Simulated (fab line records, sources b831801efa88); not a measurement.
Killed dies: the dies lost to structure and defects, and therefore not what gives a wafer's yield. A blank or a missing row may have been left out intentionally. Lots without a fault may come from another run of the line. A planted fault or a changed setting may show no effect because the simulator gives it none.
Problem report in the 8D (eight disciplines) form, filled by code | flow sfqLine | the parts of the form that need people (team, actions taken, sign-off) are left out

## 1. PROBLEM STATEMENT
JJ_NB_RS at SFQ_JJ_RS_MEAS_929 reads a mean of 0.983 ohm/sq on 2 wafers of 2 lots; wafers without a fault read 1.047 ohm/sq with a standard deviation of 0.01. Relative to the usual mean, that is a shift of -6.4 standard deviations.
The step: measures by four-point-probe.
Earliest sighting: wafer L260.3 on filmMetro-04 at day 54 14:05. Wafers with a number at this step in the record: 42, from 14 lots. Rule for "out" (also "out of limits"): further than 4 standard deviations from the usual mean. The other wafers with a number count as sound.

## 2. WHAT THIS IS AND IS NOT
question                    | is                         | is not
which readings at this step | JJ_NB_RS                   | -
which lots                  | L260, L263                 | L248, L249, L250, L251, L254, L255, L266, L267, L268, L269, L270, L271
which wafers of those lots  | L260.3, L263.3             | L260.2, L260.5, L263.1, L263.2
read on which gauges        | filmMetro-01, filmMetro-04 | filmMetro-03
when                        | from day 54 14:05          | up to then (20 sound wafers); but 20 sound wafers of L263, L266, L267, L268, L269, L270, L271 came after

## 3. WHAT RULES OUT EACH SUSPECT
Counting: a tool at a process step up to the reading stays a suspect if it ran every lot that is out. Sound lots after the first of them don't rule it out here, since some wafers of a struck lot are sound.
- the gauge at SFQ_JJ_RS_MEAS_929 has been ruled out. Those wafers that are out were read across 2 gauges (filmMetro-01, filmMetro-04).
- pvdSputter-04 at SFQ_TRILAYER_JJ_TRILAYER_DEP_SPUTTER_112 (material Nb, target thk 170 nm, time 113.3 s): kept. Ran every lot that is out, first one L260 (day 54 13:59); last sound lot up to then L254 (day 50 15:35).
Remaining after the count: pvdSputter-04 at SFQ_TRILAYER_JJ_TRILAYER_DEP_SPUTTER_112.

## 4. THE CAUSE (what the simulator had put in)
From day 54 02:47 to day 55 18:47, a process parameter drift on pvdSputter-04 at SFQ_TRILAYER_JJ_TRILAYER_DEP_SPUTTER_112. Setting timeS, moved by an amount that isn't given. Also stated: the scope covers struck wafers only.
Counting left only this tool.

## 5. THE EFFECT CHAIN, in route order
One row per reading whose mean, taken over the struck wafers that have a number, lies over 3 standard deviations from the usual. Only readings for which the record gives a usual standard deviation are gone through. hours: the time from each lot's start at the first step in this table that gives one to its start at this step, as a median over the lots. sigmas: the change in usual standard deviations.
hours | step               | reading  | usual        | on struck wafers | change | sigmas
0     | SFQ_JJ_RS_MEAS_929 | JJ_NB_RS | 1.047 ohm/sq | 0.983            | -0.064 | -6.4

## 6. WHAT WOULD HAVE CAUGHT IT SOONER
The first out-of-limits reading at a measuring or inspecting step in this record came at day 54 14:05, 11 hours after the fault's start at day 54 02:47.
Tool readings at SFQ_TRILAYER_JJ_TRILAYER_DEP_SPUTTER_112 with a usual standard deviation given in the record: none out on any struck wafer, hence no alarm at a limit of 4 standard deviations on them.
Of the lots that are out (2), L263 began SFQ_TRILAYER_JJ_TRILAYER_DEP_SPUTTER_112 on pvdSputter-04 after day 54 14:05. It would have been spared by a hold on the tool at that moment.
